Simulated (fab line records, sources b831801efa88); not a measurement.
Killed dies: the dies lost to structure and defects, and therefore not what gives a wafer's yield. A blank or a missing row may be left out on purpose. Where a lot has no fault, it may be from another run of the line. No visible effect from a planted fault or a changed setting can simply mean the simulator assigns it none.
Chamber matching | flow gf180mcu | pecvd-04 running GF_CONTACT_CVD_02: 3 sister chambers
The step deposits SiO2 from TEOS, target thk 860 nm, time 95.992 s. 14 wafers are shown with their chamber, then 7 later ones without.

## WAFERS WITH THEIR CHAMBER
wafer  | chamber | heaterPowerW (W)
L238.2 | 0       | 574
L238.4 | 1       | 739
L238.6 | 0       | 643
L239.2 | 2       | 757
L239.5 | 1       | 663
L239.6 | 2       | 582
L249.1 | 2       | 722
L249.2 | 0       | 647
L249.3 | 1       | 693
L253.4 | 1       | 651
L253.5 | 0       | 635
L253.6 | 2       | 698
L254.2 | 2       | 714
L254.5 | 2       | 573

SIGNATURES, as means of the wafers listed above
reading      | chamber 0 | chamber 1 | chamber 2 | scatter within a chamber
heaterPowerW | 624.75    | 686.50    | 674.33    | 58.9
Rule: a wafer's distance from a chamber is the root of the sum, over the readings, of the square of ((its reading less the chamber's mean) divided by the reading's scatter). The wafer belongs to the nearest chamber; if the next one is less than 2 further off, it can't be placed. The scatter: the root of (the sum of the squares of (reading less its chamber's mean) over the shown wafers, divided by (wafers less chambers)).

## WAFERS WITHOUT THEIR CHAMBER
wafer  | heaterPowerW (W)
L254.6 | 664
L255.1 | 659
L255.5 | 663
L255.6 | 621
L260.3 | 714
L260.5 | 531
L260.6 | 683

## EACH ONE'S CHAMBER
wafer  | from the rows above          | in truth
L254.6 | can't be placed: 2 or 1 or 0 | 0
L255.1 | can't be placed: 2 or 1 or 0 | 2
L255.5 | can't be placed: 2 or 1 or 0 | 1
L255.6 | can't be placed: 0 or 2 or 1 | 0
L260.3 | can't be placed: 1 or 2 or 0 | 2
L260.5 | can't be placed: 0 or 2 or 1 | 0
L260.6 | can't be placed: 1 or 2 or 0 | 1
0 of 7 placed correctly. Can't be placed from these rows: 7 (the true chamber is among the candidates in 7). 0 placed wrongly.
